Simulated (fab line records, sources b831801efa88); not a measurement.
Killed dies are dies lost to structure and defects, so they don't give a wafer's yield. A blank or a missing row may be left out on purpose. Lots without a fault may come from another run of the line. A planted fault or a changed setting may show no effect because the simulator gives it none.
Which tool did it? | flow sky130 | 11 lots, 33 wafers sampled, at 3 steps of a route of 708

WHAT THE GAUGES READ, wafer by wafer
SKY_VT_ADJUST_LVTN_TW_MEAS_21.
lot  | measured     | on            | VT_ADJUST_LVTN_2_TW
L496 | day 7 18:49  | film_metro-04 | 188.5 188.4 187.9
L498 | day 8 08:03  | film_metro-04 | 190.3 188.7 191.3
L499 | day 8 12:38  | film_metro-04 | 190.8 190.0 191.8
L500 | day 8 16:29  | film_metro-02 | 190.9 190.9 190.5
L509 | day 11 08:26 | film_metro-02 | 213.0 213.4 213.4
L511 | day 11 23:25 | film_metro-02 | 213.7 214.8 214.6
L514 | day 12 18:28 | film_metro-02 | 189.5 189.1 190.2
L515 | day 13 01:43 | film_metro-03 | 187.3 186.9 187.8
L516 | day 13 09:41 | film_metro-02 | 192.0 190.6 191.3
L517 | day 13 20:07 | film_metro-04 | 188.1 189.4 188.3
L519 | day 14 09:02 | film_metro-03 | 188.3 188.3 188.0

WHICH TOOL RAN EACH LOT (tool, then ch and the chambers of the sampled wafers, then the start)
lot  | SKY_FIELD_ISO_ETCH_14             | SKY_VT_ADJUST_LVTN_IMPLANT_19
L496 | rie_diel-03 ch 0,1,2, day 2 08:53 | implanter-03 ch 0, day 7 18:34
L498 | rie_diel-03 ch 1,3, day 2 19:07   | implanter-03 ch 0, day 8 07:48
L499 | rie_diel-01 ch 1,3, day 2 20:44   | implanter-01 ch 0, day 8 12:24
L500 | rie_diel-01 ch 0,1,3, day 3 01:28 | implanter-01 ch 0, day 8 16:14
L509 | rie_diel-01 ch 1,2,3, day 5 00:49 | implanter-03 ch 0, day 11 08:11
L511 | rie_diel-01 ch 1,2,3, day 5 12:02 | implanter-03 ch 0, day 11 23:11
L514 | rie_diel-01 ch 2,3, day 6 03:05   | implanter-01 ch 0, day 12 18:14
L515 | rie_diel-03 ch 0,1,2, day 6 07:05 | implanter-01 ch 0, day 13 01:30
L516 | rie_diel-03 ch 0,1,2, day 6 13:41 | implanter-02 ch 0, day 13 09:27
L517 | rie_diel-01 ch 0,1,2, day 6 18:50 | implanter-01 ch 0, day 13 19:53
L519 | rie_diel-01 ch 0,1,2, day 7 07:05 | implanter-02 ch 0, day 14 08:47
- SKY_FIELD_ISO_ETCH_14: etches BARC in N2/H2, stops on SiO2, time 45.9 s, target depth 60 nm.
- SKY_VT_ADJUST_LVTN_IMPLANT_19

THE ANSWER, worked out from the rows above alone
Rule: what is usual is taken from the lots themselves. Put in order of their means at a reading, lots are off if they are a third of the lots or fewer, leave a main group of 4 or more, and stand apart from it by a gap of 3 or more times the standard deviation of the main group's means; of several such gaps the widest counts. A main group whose means are all the same, to the digits that the tables above print for the reading, isn't used. A lot without any number at a reading at which 4 lots or more have one is off too. The other lots that the step has rows for count as sound.
Off: L509, L511, at SKY_VT_ADJUST_LVTN_TW_MEAS_21 (VT_ADJUST_LVTN_2_TW). The main group: mean 189.4, standard deviation 1.3.
A tool fits if, at a process step before that reading, it ran every lot that is off, and no sound lot after the first of them. The gauges at SKY_VT_ADJUST_LVTN_TW_MEAS_21 are tried like those tools. One fits: implanter-03 at SKY_VT_ADJUST_LVTN_IMPLANT_19. Its last sound lot is L498 (day 8 07:48), its first lot that is off L509 (day 11 08:11): a fault that began between those two fits.

WHAT THE SIMULATOR HAD PUT IN
Process parameter drift: implanter-03, from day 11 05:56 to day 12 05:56, at SKY_VT_ADJUST_LVTN_IMPLANT_19. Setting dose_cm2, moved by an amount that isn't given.
Lots struck among those shown: L509, L511. The rule above found the same.
